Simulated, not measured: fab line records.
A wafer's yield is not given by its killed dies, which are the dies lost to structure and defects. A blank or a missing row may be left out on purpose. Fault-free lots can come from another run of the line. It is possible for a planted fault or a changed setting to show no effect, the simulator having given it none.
A lot that was struck, set against a sound lot | flow sky130 | 21 steps out of a route of 708
Sound: these wafers, L672.1, L672.4, L672.6. Wafers L684.2, L684.3, L684.4 were the ones struck. Last of all comes the cause.
Order at every step that has rows: each side's tool, ch and its chambers, its first start. Under that, the readings that differ: sound wafers | struck wafers | difference of the means | sigmas: that difference in standard deviations of wafers without a fault.
alike: readings whose means differ by less than 2 such deviations, and words and numbers that are the same on both sides. not compared: withheld readings, readings that some wafer has no value for, bounds like >300 that may hide the same value, and numbers for which the record gives no deviation and whose values overlap.
A row with sigmas, a row that says differs or no value, or rows on one side alone: a step with any of these is where the two part. Non-overlapping numbers with no deviation appear without sigmas and do not part them. Lack of a reading on every wafer of one side parts them only where that side has two or more wafers.

first, 2 steps without rows for these wafers: SKY_LDD_LDN_IMPLANT_10; SKY_LDD_LDN_IMPLANT_11.
SKY_LDD_LDN_STRIP_12: strips in O2/N2.
  sound on plasma asher-04 ch 0,1, day 25 16:38; struck on plasma asher-03 ch 0,1, day 28 21:58
  alike: drypump motor current A, oes product au, strip time to endpoint s
  not compared: rf hours counter h
SKY_LDD_LDN_TW_MEAS_13:
  sound: film metro-02 at day 25 16:44; struck: film metro-01 at day 28 22:05
  alike: LDD_LDN_TW
then, 2 steps without rows for these wafers: SKY_LDD_LDN_CLEAN_14 (cleans in SC1/SC2, time 150 s); SKY_SPACER_CVD_00 (deposits Si3N4 from DCS/NH3, target thk 43.1 nm, time 740 s).
SKY_SPACER_THK_MEAS_01:
  sound: film metro-02 at day 25 18:53; struck: film metro-02 at day 28 23:24
  reading                | sound          | struck         | difference | sigmas
  SPACER_CVD_00_THK (nm) | 43.6 44.1 43.8 | 43.1 43.0 42.7 | -0.9       | -2
SKY_SPACER_ETCHBACK_02: etches Si3N4 in CH3F/O2, stops on SiO2, time 46.7 s, target depth 45 nm.
  sound on rie diel-03 ch 0,1,2, day 25 18:56; struck on rie diel-01 ch 1,2,3, day 28 23:27
  alike: drypump motor current A, oes product au, throttle valve pct
  not compared: rf hours counter h
then, 4 steps without rows for these wafers: SKY_POLY_CUT_DEHYDRATE_00 (time 60 s); SKY_POLY_CUT_HMDS_01 (prime time 60 s); SKY_POLY_CUT_COAT_02 (resist thk 60 nm); SKY_POLY_CUT_COAT_03 (resist thk 450 nm).
SKY_POLY_CUT_SOFTBAKE_04: time 90 s.
  sound on litho track-04 ch 0, day 26 09:00; struck on litho track-02 ch 0, day 29 12:00
  reading                  | sound               | struck            | difference | sigmas
  heater power total W (W) | 57.31 57.36 57.28   | 54.60 54.34 54.46 | -2.85      | -26
  plate temp C (C)         | 99.80 100.01 100.18 | 96.43 96.64 96.42 | -3.50      | -32
then, 2 steps without rows for these wafers: SKY_POLY_CUT_EXPOSE_05 (exposes mask NPCM, target cd 270 nm); SKY_POLY_CUT_PEB_06.
SKY_POLY_CUT_DEVELOP_07: develop time 60 s.
  sound: litho track-04 ch 0; struck: litho track-03 ch 0
  reading                                         | sound             | struck            | difference | sigmas
  model.KrF-thick_of_POLY_CUT_COAT_03.thk nm (nm) | 434.4 434.7 434.3 | 437.3 438.2 437.9 | +3.3       |
SKY_POLY_CUT_CD_MEAS_08 targets a cd of 270 nm.
  sound: cd sem-01 at day 27 00:09; struck: cd sem-01 at day 30 03:28
  reading    | sound             | struck            | difference | sigmas
  cd nm (nm) | 271.7 272.1 272.7 | 268.4 269.5 269.0 | -3.2       | -2
SKY_POLY_CUT_OVL_MEAS_09:
  sound: overlay-01 at day 27 00:16; struck: overlay-01 at day 30 03:34
  alike: POLY_CUT_OVL
SKY_POLY_CUT_ETCH_10: etches BARC in N2/H2, stops on SiO2, time 45.9 s, target depth 60 nm.
  sound on rie diel-01 ch 1,3, day 27 00:18; struck on rie diel-01 ch 0,1,2, day 30 03:35
  reading                                         | sound             | struck          | difference | sigmas
  model.KrF-thick_of_POLY_CUT_COAT_03.thk nm (nm) | 406.1 406.3 406.4 | 408.6 410 409.4 | +3.1       |
  alike: drypump motor current A, h2 flow sccm, oes product au, throttle valve pct
  not compared: rf hours counter h
SKY_POLY_CUT_ETCH_11: etches Si3N4 in CF4/CH2F2/Ar, stops on poly-Si, time 42.5 s, target depth 60 nm.
  sound on rie diel-01 ch 1,3, day 27 00:21; struck on rie diel-01 ch 0,1,2, day 30 03:38
  alike: drypump motor current A, oes product au, throttle valve pct
  not compared: rf hours counter h
SKY_PAD_OPEN_PROBE_99:
  the record has rows for the sound wafers here (prober-02, day 47 20:08) and none for the struck ones

== WHERE THEY PART ==
At SKY_SPACER_THK_MEAS_01 first; at SKY_PAD_OPEN_PROBE_99 last (within this record only).

WHY: what the simulator had put in
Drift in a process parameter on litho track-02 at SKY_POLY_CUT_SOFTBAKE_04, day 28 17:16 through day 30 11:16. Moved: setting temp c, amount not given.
